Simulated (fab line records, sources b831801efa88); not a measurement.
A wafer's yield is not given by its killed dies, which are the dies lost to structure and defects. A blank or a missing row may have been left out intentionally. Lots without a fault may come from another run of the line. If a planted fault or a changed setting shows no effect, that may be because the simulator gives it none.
Code-filled problem report in 8D (eight disciplines) form ; flow sfq_line ; the parts of the form that need people (team, actions taken, sign-off) are left out

## 1. THE ISSUE
At SFQ_TRILAYER_M6_LITHO_COAT_159, spin_speed_rpm averages 3060.3 rpm over 6 wafers from 2 lots, while fault-free wafers read 2999.9 rpm, standard deviation 2.3. That puts it +26 standard deviations away from the usual mean.
The step: resist thk 600 nm.
First seen on wafer L344.3, day 79 21:07, on litho_track-01. Wafers with a number at this step in the record: 42, from 14 lots. By rule, "out" or "out of limits" means more than 4 standard deviations away from the usual mean. The other wafers with a number count as sound.

## 2. WHAT THIS IS AND IS NOT
question;is;is not
which readings at this step;spin_speed_rpm;chill_plate_temp_C, exhaust_pa
which lots;L344, L347;L333, L334, L336, L338, L339, L340, L341, L350, L353, L354, L355, L356
which wafers of those lots;all that have a number;-
read on which tools;litho_track-01;litho_track-03, litho_track-04
when;from day 79 21:07;"up to then (21 sound wafers); but 15 sound wafers of L350, L353, L354, L355, L356 came after"

## 3. WHAT RULES OUT EACH SUSPECT
Counting: any tool at a process step up to the reading is kept as a suspect provided that every lot that is out went through it and no sound lot did after the first of them.
- litho_track-01 at SFQ_TRILAYER_M6_LITHO_COAT_159 (resist thk 600 nm): kept. Every lot that is out went through it, starting with L344 (day 79 21:07), and after that it ran no sound lot; the last sound lot it ran before then is L341 (day 76 06:08). Out on those wafers are its own readings of spin_speed_rpm.
Left after counting: litho_track-01 at SFQ_TRILAYER_M6_LITHO_COAT_159.

## 4. THE CAUSE (what the simulator had put in)
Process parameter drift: litho_track-01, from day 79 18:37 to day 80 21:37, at SFQ_TRILAYER_M6_LITHO_COAT_159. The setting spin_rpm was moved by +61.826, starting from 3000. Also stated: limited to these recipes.
This tool alone remained once counting was done.

## 5. THE EFFECT CHAIN, in route order
Each row: a reading whose mean over the struck wafers that have a number lies more than 3 standard deviations from the usual. Scope: only readings with a usual standard deviation given in the record; hours: median across lots of the time from each lot's start at the first step in this table that gives one to its start at this step; sigmas: change in usual standard deviations.
hours;step;reading;usual;on struck wafers;change;sigmas
0;SFQ_TRILAYER_M6_LITHO_COAT_159;spin_speed_rpm;2999.9 rpm;3060.3;+60.4;+26
It contains these process steps:
- SFQ_TRILAYER_M6_LITHO_COAT_159: resist thk 600 nm.

## 6. WHAT WOULD HAVE CAUGHT IT SOONER
The fault began at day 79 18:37; the first out-of-limits reading in this record came at day 79 21:07, 2 hours later.
